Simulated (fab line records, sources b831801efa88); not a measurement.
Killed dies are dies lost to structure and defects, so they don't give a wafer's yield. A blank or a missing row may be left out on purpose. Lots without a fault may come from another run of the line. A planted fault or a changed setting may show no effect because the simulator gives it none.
Chamber matching | flow gf180mcu | GF_V5_CMP_04 on cmp-01: 4 sister chambers
The step polishes SiO2. 16 wafers are shown with their chamber, then 8 later ones without.

WAFERS WITH THEIR CHAMBER
wafer  | chamber | motor_current_A (A) | retaining_ring_pressure_frac
L967.2 | 2       | 12.5                | 1.007
L967.4 | 3       | 12.4                | 0.995
L967.6 | 2       | 12.3                | 1.002
L974.1 | 1       | 9.7                 | 1.000
L974.2 | 0       | 12.1                | 0.991
L974.4 | 3       | 13.1                | 1.000
L973.1 | 1       | 10.4                | 0.989
L973.3 | 3       | 13.3                | 1.000
L973.5 | 0       | 12.1                | 1.006
L985.2 | 1       | 10.4                | 0.999
L985.3 | 0       | 11.9                | 1.003
L985.6 | 0       | 13.2                | 1.010
L986.1 | 3       | 13.3                | 0.997
L986.3 | 0       | 12.4                | 1.000
L986.5 | 0       | 12.2                | 1.002
L987.2 | 1       | 10.2                | 0.998

SIGNATURES (means of the wafers above)
reading                      | chamber 0 | chamber 1 | chamber 2 | chamber 3 | scatter within a chamber
motor_current_A              | 12.317    | 10.175    | 12.400    | 13.025    | 0.404
retaining_ring_pressure_frac | 1.00200   | 0.99650   | 1.00450   | 0.99800   | 0.00511
Rule: a wafer's distance from a chamber is the root of the sum, over the readings, of the square of ((its reading less the chamber's mean) divided by the reading's scatter). The wafer belongs to the nearest chamber; if the next one is less than 2 further off, it can't be placed. The scatter: the root of (the sum of the squares of (reading less its chamber's mean) over the shown wafers, divided by (wafers less chambers)).

WAFERS WITHOUT THEIR CHAMBER
wafer  | motor_current_A (A) | retaining_ring_pressure_frac
L987.3 | 12.2                | 0.995
L987.6 | 10.7                | 0.995
L988.3 | 12.1                | 1.001
L988.5 | 12.7                | 0.997
L988.6 | 10.6                | 0.995
L989.3 | 12.3                | 0.995
L989.5 | 12.4                | 0.996
L989.6 | 10.2                | 1.000

WHICH CHAMBER EACH WENT THROUGH
wafer  | from the rows above          | in truth
L987.3 | can't be placed: 0 or 2 or 3 | 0
L987.6 | 1                            | 1
L988.3 | can't be placed: 0 or 2 or 3 | 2
L988.5 | can't be placed: 3 or 0 or 2 | 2
L988.6 | 1                            | 1
L989.3 | can't be placed: 0 or 2 or 3 | 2
L989.5 | can't be placed: 0 or 3 or 2 | 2
L989.6 | 1                            | 1
Placed correctly: 3 of 8. Can't be placed from these rows: 5 (the true chamber is among the candidates in 5). Placed wrongly: 0.
